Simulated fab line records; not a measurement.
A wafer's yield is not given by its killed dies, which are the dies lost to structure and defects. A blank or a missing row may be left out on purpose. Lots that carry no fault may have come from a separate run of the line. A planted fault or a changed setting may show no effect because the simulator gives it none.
One fault through the eyes of 2 desks -- flow gf180mcu -- numbers are kept per desk, each desk with only its own; the story behind them comes last

## FOR THE TOOL OWNER'S DESK: rie-diel-04
The tool's own readings at GF_SAB_ETCH_11 (etches SiO2 in C4F8/O2/Ar, target depth 55 nm, time 8.5 s): means of the sampled wafers that have a number, for each lot that ran on this tool. Any lot whose mean is over 4 standard deviations away from the usual mean is out of limits and marked OUT; that distance is given in the brackets.
Columns: A = oes-product-au at GF_SAB_ETCH_11, usual 0.999 a.u.
lot,first seen here,A
L759,day 15 15:31,1.007
L763,day 16 22:16,1.238 (+20) OUT
L766,day 17 23:56,1.125 (+10) OUT
L779,day 22 17:19,1.002
This desk's finding: out of limits on L763, L766; first on L763, day 16 22:16 (oes-product-au at GF_SAB_ETCH_11). L759, L779 stayed within limits.

## AT THE METROLOGY DESK
What the gauges read, lot by lot, whatever tool the lot ran on: means of the sampled wafers that have a number. Any lot whose mean is over 4 standard deviations away from the usual mean is out of limits and marked OUT; that distance is given in the brackets.
Columns: A = PSD_RS at GF_PSD_RS_MEAS_15, usual 108.60 ohm/sq; B = SAB_CVD_00_THK at GF_SAB_THK_MEAS_01, usual 50.1 nm; C = cd-nm at GF_SAB_CD_MEAS_09, usual 420.2 nm; D = SAB_OVL at GF_SAB_OVL_MEAS_10, usual 0.6 nm
lot,first seen here,A,B,C,D
L759,day 14 17:46,108.70,49.9,420.7,1.3
L762,day 15 12:59,108.88,50.9,423.1,1.4
L763,day 15 23:32,108.66,49.7,420.6,0.6
L766,day 17 00:17,108.91,50.3,421.3,-0.6
L777,day 20 23:01,108.83,50.6,424.5,1.2
L779,day 21 17:46,108.47,50.0,422.0,0.7
Finding of this desk: none of the 6 lots has anything out of limits.

## TAKEN TOGETHER
The tool owner's desk could have raised an alarm at day 16 22:16, on L763, L766.
From the metrology desk's view, nothing was out of limits.
The metrology desk holds a record of L763, L766, inside its limits.
Of the lots named, all ran GF_SAB_ETCH_11 on rie-diel-04.

## WHAT THE SIMULATOR HAD PUT IN
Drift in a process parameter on rie-diel-04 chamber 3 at GF_SAB_ETCH_11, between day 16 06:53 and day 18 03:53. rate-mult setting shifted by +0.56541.
Shown lots that were struck: L763, L766.
Hours from the fault's start to each desk's first reading out of limits: the tool owner's desk, 15.
